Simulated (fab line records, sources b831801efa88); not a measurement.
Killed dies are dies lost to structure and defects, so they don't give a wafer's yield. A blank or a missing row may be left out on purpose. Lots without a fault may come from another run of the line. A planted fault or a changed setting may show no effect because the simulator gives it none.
Split-lot experiment | flow sfq_line | 5 lots, 23 wafers read, on a route of 325 steps

THE SPLIT
At SFQ_TRILAYER_JJ_TRILAYER_DEP_SPUTTER_110 (material Al, target thk 8 nm, time 10 s), the setting time_s was moved away from the recipe's 10 s on 9 of the 23 wafers read, by -10.7% to +11.4%. The other wafers ran this setting at the recipe's value.

The reading is taken at the split's own step.

THE READING
Al_of_TRILAYER_JJ_TRILAYER_DEP_SPUTTER_110.thk_nm (the simulator's own value, which no gauge read), in nm, at SFQ_TRILAYER_JJ_TRILAYER_DEP_SPUTTER_110 (material Al, target thk 8 nm, time 10 s). The file gives no usual value for it. The 14 wafers here that ran the recipe average 8.135 nm, standard deviation 0.11 nm.

wafer  | tool, chamber at the split | time_s as run, s | against the recipe | Al_of_TRILAYER_JJ_TRILAYER_DEP_SPUTTER_110.thk_nm, nm | against lot-mates on the recipe
L074.1 | pvd_sputter-04, -          | 10               | recipe             | 8.103                                                 | -
L074.2 | pvd_sputter-04, -          | 10               | recipe             | 8.288                                                 | -
L074.5 | pvd_sputter-04, -          | 10               | recipe             | 8.03                                                  | -
L075.1 | pvd_sputter-06, -          | 10               | recipe             | 8.129                                                 | -
L075.2 | pvd_sputter-06, -          | 10               | recipe             | 8.156                                                 | -
L075.3 | pvd_sputter-06, -          | 10               | recipe             | 8.141                                                 | -
L075.5 | pvd_sputter-06, -          | 10               | recipe             | 8.223                                                 | -
L075.6 | pvd_sputter-06, -          | 10               | recipe             | 8.249                                                 | -
L079.1 | pvd_sputter-03, -          | 10               | recipe             | 8.241                                                 | -
L079.3 | pvd_sputter-03, -          | 10               | recipe             | 8.277                                                 | -
L079.4 | pvd_sputter-03, -          | 8.933            | -10.7%             | 7.45                                                  | -0.809
L079.5 | pvd_sputter-03, -          | 8.933            | -10.7%             | 7.368                                                 | -0.891
L079.6 | pvd_sputter-03, -          | 8.933            | -10.7%             | 7.486                                                 | -0.773
L080.1 | pvd_sputter-04, -          | 10               | recipe             | 8.057                                                 | -
L080.2 | pvd_sputter-04, -          | 9.211            | -7.9%              | 7.239                                                 | -0.723
L080.3 | pvd_sputter-04, -          | 9.211            | -7.9%              | 7.152                                                 | -0.809
L080.4 | pvd_sputter-04, -          | 10               | recipe             | 7.866                                                 | -
L080.5 | pvd_sputter-04, -          | 9.211            | -7.9%              | 7.307                                                 | -0.654
L082.1 | pvd_sputter-03, -          | 11.14            | +11.4%             | 9.014                                                 | +0.951
L082.2 | pvd_sputter-03, -          | 10               | recipe             | 8.083                                                 | -
L082.3 | pvd_sputter-03, -          | 11.14            | +11.4%             | 8.889                                                 | +0.826
L082.4 | pvd_sputter-03, -          | 11.14            | +11.4%             | 8.908                                                 | +0.845
L082.6 | pvd_sputter-03, -          | 10               | recipe             | 8.043                                                 | -

THE FIT
A straight line over all 23 wafers: Al_of_TRILAYER_JJ_TRILAYER_DEP_SPUTTER_110.thk_nm changes by +0.0768 nm for each +1% of time_s; r = +0.96; the points scatter about the line by 0.15 nm.
The same after taking each lot's own level away (the mean of its wafers on the recipe; 23 wafers): +0.0798 nm for each +1%; r = +0.99; scatter 0.077 nm.
On that fit, the largest move of time_s shifts the reading by 0.91 nm.
The lots' own levels span 7.9615 to 8.2590 nm, that is 2.6 times the standard deviation above.
So the lot-to-lot level changes the slope little: the two slopes agree.
Check: with one of the wafers moved furthest among these (+11.4%) left out of the fit, the line predicts +0.88 nm for it against its lot-mates. It came out at +0.951 nm against them.

OTHER SPLITS ON THESE WAFERS
These wafers also went through other splits before the reading. Each is held against what the fit with the lots' levels taken away leaves over:
other split on the same wafers                    | wafers away from the commonest value | r with Al_of_TRILAYER_JJ_TRILAYER_DEP_SPUTTER_110.thk_nm (lot level and that fit taken away)
SFQ_TRILAYER_I1_VIA_LITHO_COAT_049 resist_thk_nm  | 9                                    | +0.22
SFQ_TRILAYER_M2_LITHO_EXPOSE_058 dose_mj          | 9                                    | -0.12
SFQ_TRILAYER_I2_CMP_CMP_064 down_force_psi        | 8                                    | -0.01
SFQ_TRILAYER_I2_VIA_LITHO_COAT_072 resist_thk_nm  | 5                                    | +0.17
SFQ_TRILAYER_I3_CMP_CMP_082 leave_above_ref_nm    | 8                                    | +0.01
SFQ_TRILAYER_I3_VIA_BARC_OPEN_VIA_ETCH_121 bias_w | 6                                    | -0.07
SFQ_TRILAYER_M4_DEP_SPUTTER_091 power_w           | 6                                    | +0.10
SFQ_TRILAYER_M4_ETCH_METAL_ETCH_096 time_s        | 8                                    | -0.20
SFQ_TRILAYER_I4_VIA_LITHO_PEB_106 peb_temp_c      | 7                                    | +0.27

THE FILE'S OWN FIT
Al_of_TRILAYER_JJ_TRILAYER_DEP_SPUTTER_110.thk_nm changes by +0.0801 nm for each +1% of time_s, r = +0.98.
